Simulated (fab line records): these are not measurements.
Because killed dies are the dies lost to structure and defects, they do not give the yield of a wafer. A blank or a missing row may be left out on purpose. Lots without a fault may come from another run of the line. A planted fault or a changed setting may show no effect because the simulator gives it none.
fab line records	flow sky130
record: lots: 14	wafers: 38	lastDay: 50
route steps=708 shown METAL3@559 VIA3@574 PAD_OPEN@708
lots untouched by any fault: they come from a run of this same line in which no faults occurred
startH: start of the lot's first displayed wafer, in hours after the record's first day	waitH: hours since the lot's step before	" unchanged from the row above	L1.1+2: a row that stands for several wafers	- no value present, or no start provided	* or withheld: withheld	< > ~ a bound
route shown NAME@n: names a module that has steps shown in the file, with the first one's number in the route	usual: the fault-free wafers' mean and standard deviation	same: alike in all rows	chamber/n: place in a boat	sites: the reading at each site	_std_site: standard deviation of those values	_edge_site: inner sites' mean taken away from outer sites' mean	radiusMm: for every site, how far away it sits from the centre of the wafer	mask NAME#n: copy n	behind: the tool/chamber that last shaped the wafer	hold: what put the lot on hold/how long, in hours/how the hold closed	device: transistor that didn't switch, given as n, p or np	end of line: tests run on the same wafers once the route is complete	a step given without rows: its recipe and nothing more	killed: the dies lost at the first sort to structure and to defects; this is not the yield of the wafer	map: per-die view of a wafer (x killed, . not killed, _ where there is no die)
set.NAME: setting as actually run; set.NAME@STEP: the setting as run at that earlier step	model.NAME: the simulator's own value behind a step, which no gauge read
one table for each step of the route and one row for each wafer, over a sample of lots
services: from which hour (startH, from the record's first day; less than 0 if before it) a tool's chamber was out of use, for how many hours, and why
== steps ==
step: SKY_METAL3_SOFTBAKE_09
recipe: tempC: 100	timeS: 90	resist: KrF-thick
usual: heaterPowerTotalW: 57.35/0.11	plateTempC: 99.98/0.16	resistLineTempC: 23.03/0.096
same: timeS: 90
lot.wafer	tool	chamber	startH	waitH	heaterPowerTotalW	plateTempC	resistLineTempC
L145.2	lithoTrack-04	0	900	-	57.51	100.04	23.05
L145.3	"	0	"	"	57.46	100.06	23.10
L145.5	"	0	"	"	57.16	100.08	23.13
L146.1	lithoTrack-02	0	904	-	57.36	99.89	23.08
L146.2	"	0	"	"	57.49	100.01	23.07
L146.3	"	0	"	"	57.49	99.95	23.25
L147.2	lithoTrack-04	0	906	-	57.27	99.94	23.04
L147.3	"	0	"	"	57.48	99.86	23.03
L147.4	"	0	"	"	57.47	99.92	23.20
L148.1	lithoTrack-01	0	908	-	57.32	99.91	22.92
L148.4	"	0	"	"	57.24	99.68	23.02
L148.5	"	0	"	"	57.17	99.96	22.97
L151.2	lithoTrack-01	0	930	-	57.26	100.26	23.05
L151.3	"	0	"	"	57.55	100.13	23.15
L151.5	"	0	"	"	57.20	100.20	23.06
L152.3	lithoTrack-01	0	938	-	57.26	100.15	23.05
L152.4	"	0	"	"	57.47	99.81	22.86
L152.5	"	0	"	"	57.28	99.87	23.08
L156.1	lithoTrack-04	0	976	-	56.85	99.64	23.14
L158.1	lithoTrack-04	0	986	-	56.72	99.39	23.00
L159.1	lithoTrack-02	0	989	-	57.33	100.16	23.05
L159.3	"	0	"	"	57.23	99.99	23.04
L159.6	"	0	"	"	57.24	99.97	23.11
L160.1	lithoTrack-02	0	993	-	57.36	100.12	23.09
L160.2	"	0	"	"	57.27	99.95	23.00
L160.6	"	0	994	-	57.36	100.14	23.15
L161.4	lithoTrack-02	0	1002	-	57.24	99.86	22.98
L161.5	"	0	"	"	57.30	99.91	22.97
L161.6	"	0	"	"	57.35	99.86	22.93
L163.2	lithoTrack-02	0	1019	-	57.41	99.82	22.95
L163.3	"	0	"	"	57.54	99.75	23.22
L163.5	"	0	"	"	57.28	99.67	23.24
L165.2	lithoTrack-02	0	1028	-	57.41	99.95	22.80
L165.4	"	0	"	"	57.50	99.82	22.84
L165.6	"	0	"	"	57.33	99.83	22.81
L168.1	lithoTrack-01	0	1047	-	57.39	100.20	23.01
L168.2	"	0	"	"	57.25	100.05	23.05
L168.6	"	0	"	"	57.48	100.16	23.11
step: SKY_METAL3_OVL_MEAS_14
usual: METAL3_OVL: 1/5.7
lot.wafer	tool	chamber	startH	waitH	METAL3_OVL[nm]
L145.2	overlay-01	-	913.31	0.1	-6
L145.3	"	-	"	"	-6
L145.5	"	-	"	"	1
L146.1	overlay-01	-	916.82	0.1	2
L146.2	"	-	"	"	-3
L146.3	"	-	"	"	-3
L147.2	overlay-01	-	919.09	0.1	-8
L147.3	"	-	"	"	-10
L147.4	"	-	"	"	-6
L148.1	overlay-02	-	921.94	0.1	2
L148.4	"	-	"	"	6
L148.5	"	-	"	"	10
L151.2	overlay-01	-	943.66	0.1	0
L151.3	"	-	"	"	-6
L151.5	"	-	"	"	-8
L152.3	overlay-01	-	950.65	0.1	-5
L152.4	"	-	"	"	5
L152.5	"	-	"	"	-4
L156.1	overlay-02	-	988.99	0.1	9
L158.1	overlay-01	-	998.62	0.1	7
L159.1	overlay-02	-	1000.67	0.1	7
L159.3	"	-	"	"	7
L159.6	"	-	"	"	13
L160.1	overlay-01	-	1004.97	0.1	-4
L160.2	"	-	"	"	-4
L160.6	"	-	"	"	3
L161.4	overlay-02	-	1014.96	0.1	5
L161.5	"	-	"	"	5
L161.6	"	-	"	"	0
L163.2	overlay-01	-	1030.18	0.1	4
L163.3	"	-	"	"	1
L163.5	"	-	"	"	-4
L165.2	overlay-02	-	1040.19	0.1	-7
L165.4	"	-	"	"	-4
L165.6	"	-	"	"	-5
L168.1	overlay-02	-	1058.80	0.1	8
L168.2	"	-	"	"	-2
L168.6	"	-	"	"	4
step: SKY_METAL3_ETCH_17
recipe: target: SiO2	stopOn: TiN	chemistry: C4F8/O2/Ar	sourceW: 1500	biasW: 1200	pressureMtorr: 40	c4f8FlowSccm: withheld	O2_flow_sccm: 6	Ar_flow_sccm: 300	timeS: 3.9	targetDepthA: 150
usual: oesProductAu: 0.754/0.0073
same: timeS: 3.9
lot.wafer	tool	chamber	startH	waitH	oesProductAu	rfHoursCounterH
L145.2	rieDiel-02	0	913.47	0.1	0.757	10
L145.3	"	3	"	"	0.755	19
L145.5	"	1	"	"	0.758	-
L146.1	rieDiel-01	1	916.99	0.1	0.749	23
L146.2	"	3	"	"	0.755	10
L146.3	"	0	"	"	0.755	14
L147.2	rieDiel-03	1	919.25	0.1	0.751	7
L147.3	"	2	"	"	0.738	21
L147.4	"	3	"	"	0.751	7
L148.1	rieDiel-01	2	922.10	0.1	0.758	21
L148.4	"	1	"	"	0.764	23
L148.5	"	3	"	"	0.771	-
L151.2	rieDiel-02	0	943.82	0.1	0.750	11
L151.3	"	1	"	"	0.743	11
L151.5	"	0	"	"	0.752	-
L152.3	rieDiel-03	2	950.80	0.0	0.756	22
L152.4	"	1	"	"	0.756	-
L152.5	"	2	"	"	0.765	-
L156.1	rieDiel-01	1	989.15	0.1	0.742	25
L158.1	rieDiel-02	3	998.79	0.1	0.756	22
L159.1	rieDiel-01	3	1000.84	0.1	0.750	12
L159.3	"	1	"	"	0.739	25
L159.6	"	3	"	"	0.749	-
L160.1	rieDiel-02	2	1005.14	0.1	0.762	12
L160.2	"	3	"	"	0.756	22
L160.6	"	3	"	"	0.758	-
L161.4	rieDiel-02	0	1015.11	0.0	0.753	-
L161.5	"	2	"	"	0.758	-
L161.6	"	3	"	"	0.754	-
L163.2	rieDiel-03	2	1030.34	0.1	0.752	2
L163.3	"	3	"	"	0.749	10
L163.5	"	3	"	"	0.750	-
L165.2	rieDiel-03	1	1040.35	0.1	0.750	11
L165.4	"	3	"	"	0.759	10
L165.6	"	2	"	"	0.758	-
L168.1	rieDiel-01	3	1058.97	0.1	0.741	14
L168.2	"	1	"	"	0.748	27
L168.6	"	0	"	"	0.763	-
step: SKY_VIA3_THK_MEAS_01
recipe: reads: SiO2_of_VIA3_HDPCVD_00
usual: VIA3_HDPCVD_THK: 1642/17
lot.wafer	tool	chamber	startH	waitH	VIA3_HDPCVD_THK[nm]
L145.2	filmMetro-03	-	914.46	0.1	1625
L145.3	"	-	"	"	1624
L145.5	"	-	"	"	1622
L146.1	filmMetro-04	-	917.95	0.1	1673
L146.2	"	-	"	"	1646
L146.3	"	-	"	"	1655
L147.2	filmMetro-04	-	920.22	0.1	1682
L147.3	"	-	"	"	1668
L147.4	"	-	"	"	1646
L148.1	filmMetro-03	-	923.06	0.1	1641
L148.4	"	-	"	"	1610
L148.5	"	-	"	"	1628
L151.2	filmMetro-01	-	944.98	0.1	1663
L151.3	"	-	"	"	1659
L151.5	"	-	"	"	1636
L152.3	filmMetro-01	-	951.96	0.1	1653
L152.4	"	-	"	"	1660
L152.5	"	-	"	"	1637
L156.1	filmMetro-04	-	990.15	0.1	1645
L158.1	filmMetro-04	-	999.83	0.2	1646
L159.1	filmMetro-04	-	1001.80	0.1	1629
L159.3	"	-	"	"	1636
L159.6	"	-	"	"	1613
L160.1	filmMetro-04	-	1006.10	0.1	1626
L160.2	"	-	"	"	1632
L160.6	"	-	"	"	1632
L161.4	filmMetro-04	-	1016.12	0.0	1657
L161.5	"	-	"	"	1676
L161.6	"	-	"	"	1654
L163.2	filmMetro-04	-	1031.31	0.1	1637
L163.3	"	-	"	"	1637
L163.5	"	-	"	"	1638
L165.2	filmMetro-04	-	1041.32	0.1	1665
L165.4	"	-	"	"	1643
L165.6	"	-	"	"	1662
L168.1	filmMetro-03	-	1059.96	0.1	1613
L168.2	"	-	"	"	1641
L168.6	"	-	"	"	1639
step: SKY_PAD_OPEN_PROBE_99
usual: defectLimitedYield: 82.3/2	killed_at_M0_to_M3: 43/7.1	killed_at_M4_up: 3/1.7	killedAtContacts: 25/5.6	killedAtFrontEnd: 16/4.1	killedAtOther: 0.2/0.49	killedDies: 87/9.8	killedOpen: 47/7.6	killedShort: 40/6.1	sort_bin_3_pad_short: 0.9/0.44	sort_bin_5_function: 10.5/1.6	sort_bin_6_memory: 6.3/1	sortNPass: 405/9.8	sortYieldPct: 82.3/2
same: grossDies: 492	killedAtBackSide: 0	sort_bin_4_leakage[%]: 0	sort_bin_8_speed[%]: 0
lot.wafer	tool	chamber	startH	waitH	defectLimitedYield[%]	killed_at_M0_to_M3	killed_at_M4_up	killedAtContacts	killedAtFrontEnd	killedAtOther	killedDies	killedOpen	killedShort	sort_bin_3_pad_short[%]	sort_bin_5_function[%]	sort_bin_6_memory[%]	sortNPass	sortYieldPct[%]
L160.1	prober-01	-	1159.42	0.1	85.4	29	1	28	14	0	72	36	36	0.4	7.7	6.5	420	85.4
L160.2	prober-01	-	1159.47	0.1	80.9	54	1	30	9	0	94	47	47	1.2	11.6	6.3	398	80.9
L160.6	prober-01	-	1159.67	0.2	79.7	55	1	24	20	0	100	45	55	1.4	12.4	6.5	392	79.7
killed by level:class
L160.1 LI_CONTACT:geometricParticle:open=10 LOCAL_INTERCONNECT:geometricParticle:short=6 CONTACT:geometricParticle:short=6 POLY_GATE:geometricParticle:short=5 VIA2:geometricParticle:open=5 CONTACT:geometricParticle:open=5 VIA2:geometricParticle:short=5 VIA3:geometricParticle:open=4
L160.2 METAL1:geometricParticle:short=13 CONTACT:geometricParticle:open=12 LI_CONTACT:geometricParticle:open=7 VIA1:geometricParticle:short=7 CONTACT:geometricParticle:short=6 VIA2:geometricParticle:open=6 VIA1:geometricParticle:open=6 METAL2:geometricParticle:short=5
L160.6 VIA1:geometricParticle:open=13 CONTACT:geometricParticle:short=10 METAL1:geometricParticle:short=10 POLY_GATE:geometricParticle:short=9 VIA2:geometricParticle:open=9 VIA1:geometricParticle:short=8 CONTACT:geometricParticle:open=7 METAL2:geometricParticle:short=6
== services ==
tool	chamber	startH	hours	kind
rieDiel-02	2	885.00	10.0	repair
rieDiel-03	-	935.37	1.6	repair
rieDiel-03	3	941.43	15.1	repair
rieDiel-03	2	956.50	-	clean
rieDiel-03	2	956.50	17.4	scheduledDown
rieDiel-03	2	956.50	17.4	ventCycle
rieDiel-03	1	982.78	8.7	repair
rieDiel-02	1	1001.42	42.4	repair
rieDiel-02	-	1003.77	1.2	repair
rieDiel-03	-	1014.15	0.3	repair
rieDiel-02	-	1051.97	0.4	repair
== key ==
firstSign: step: SKY_METAL3_SOFTBAKE_09	reading: heaterPowerTotalW	direction: down	sigmas: 5.1	usual: *	struck: *
effect: step: SKY_METAL3_SOFTBAKE_09	reading: plateTempC	direction: down	sigmas: 2.9	usual: *	struck: *
metAt SKY_METAL3_SOFTBAKE_09
struckLots L156,L158
notActingAt SKY_METAL3_OVL_MEAS_14,SKY_METAL3_ETCH_17,SKY_VIA3_THK_MEAS_01
onsetBetween 906 976
fault: kind: processParameterDrift	tool: lithoTrack-04	chamber: -	onsetH: 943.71	steps: SKY_METAL3_SOFTBAKE_09	channel: tempC	offset: *	shape: step	endH: 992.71	actsIn: *	stated: *
